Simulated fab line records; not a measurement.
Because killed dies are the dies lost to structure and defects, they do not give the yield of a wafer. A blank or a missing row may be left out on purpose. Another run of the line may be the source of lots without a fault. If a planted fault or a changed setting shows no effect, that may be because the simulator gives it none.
One fault through the eyes of 2 desks | flow gf180mcu | numbers are kept per desk, each desk with only its own; the story behind them comes last

## TOOL OWNER'S DESK, implanter-02
The tool's own readings at GF_LVPWELL_IMPLANT_09: means of the sampled wafers that have a number, for each lot that ran on this tool. Marked OUT: a lot whose mean sits more than 4 standard deviations from the usual mean, which makes it out of limits; the brackets give that distance.
Columns: A = beamEnergyKeV at GF_LVPWELL_IMPLANT_09, usual 59.999
lot  | first seen here | A
L858 | day 3 23:34     | 59.977
L863 | day 5 01:31     | 59.966
L864 | day 5 07:35     | 60.017
L866 | day 5 17:26     | 60.013
L867 | day 5 23:58     | 60.004
L871 | day 6 22:40     | 60.042
L873 | day 7 09:08     | 60.004
This desk found nothing out of limits on any of the 7 lots.

## METROLOGY DESK
What the gauges read for every lot (on any tool): the sampled wafers with a number, averaged. Marked OUT: a lot whose mean sits more than 4 standard deviations from the usual mean, which makes it out of limits; the brackets give that distance.
Columns: A = NWELL_TW at GF_NWELL_TW_MEAS_11, usual 1569; B = NWELL_RS at GF_VT_IMPLANT_RS_MEAS_47, usual 487.8 ohm/sq; C = LVPWELL_RS at GF_VT_IMPLANT_RS_MEAS_48, usual 1197.6 ohm/sq; D = POLY_GATE_OVL at GF_POLY_GATE_OVL_MEAS_11, usual -3 nm
lot  | first seen here | A    | B     | C      | D
L858 | day 3 10:28     | 1568 | 488.6 | 1198.5 | -10
L859 | day 3 15:17     | 1564 | 488.3 | 1195.9 | -0
L860 | day 3 21:35     | 1571 | 486.2 | 1195.5 | -1
L863 | day 4 12:02     | 1558 | 487.6 | 1198.7 | 1
L864 | day 4 17:29     | 1568 | 489.3 | 1193.3 | -2
L865 | day 4 20:56     | 1569 | 486.9 | 1201.3 | -6
L866 | day 5 02:55     | 1573 | 487.2 | 1204.9 | -4
L867 | day 5 08:59     | 1565 | 490.4 | 1200.6 | 0
L871 | day 6 07:22     | 1567 | 487.6 | 1195.7 | -4
L873 | day 6 17:28     | 1588 | 485.6 | 1208.0 | 7
L878 | day 7 22:32     | 1571 | 489.3 | 1200.1 | -4
L879 | day 8 03:22     | 1579 | 485.3 | 1194.4 | -2
L881 | day 8 13:31     | 1573 | 489.1 | 1196.7 | -3
This desk found nothing out of limits on any of the 13 lots.

## TAKEN TOGETHER
Nothing out of limits was seen by the tool owner's desk.
The metrology desk saw nothing out of limits.

## WHAT THE SIMULATOR HAD PUT IN
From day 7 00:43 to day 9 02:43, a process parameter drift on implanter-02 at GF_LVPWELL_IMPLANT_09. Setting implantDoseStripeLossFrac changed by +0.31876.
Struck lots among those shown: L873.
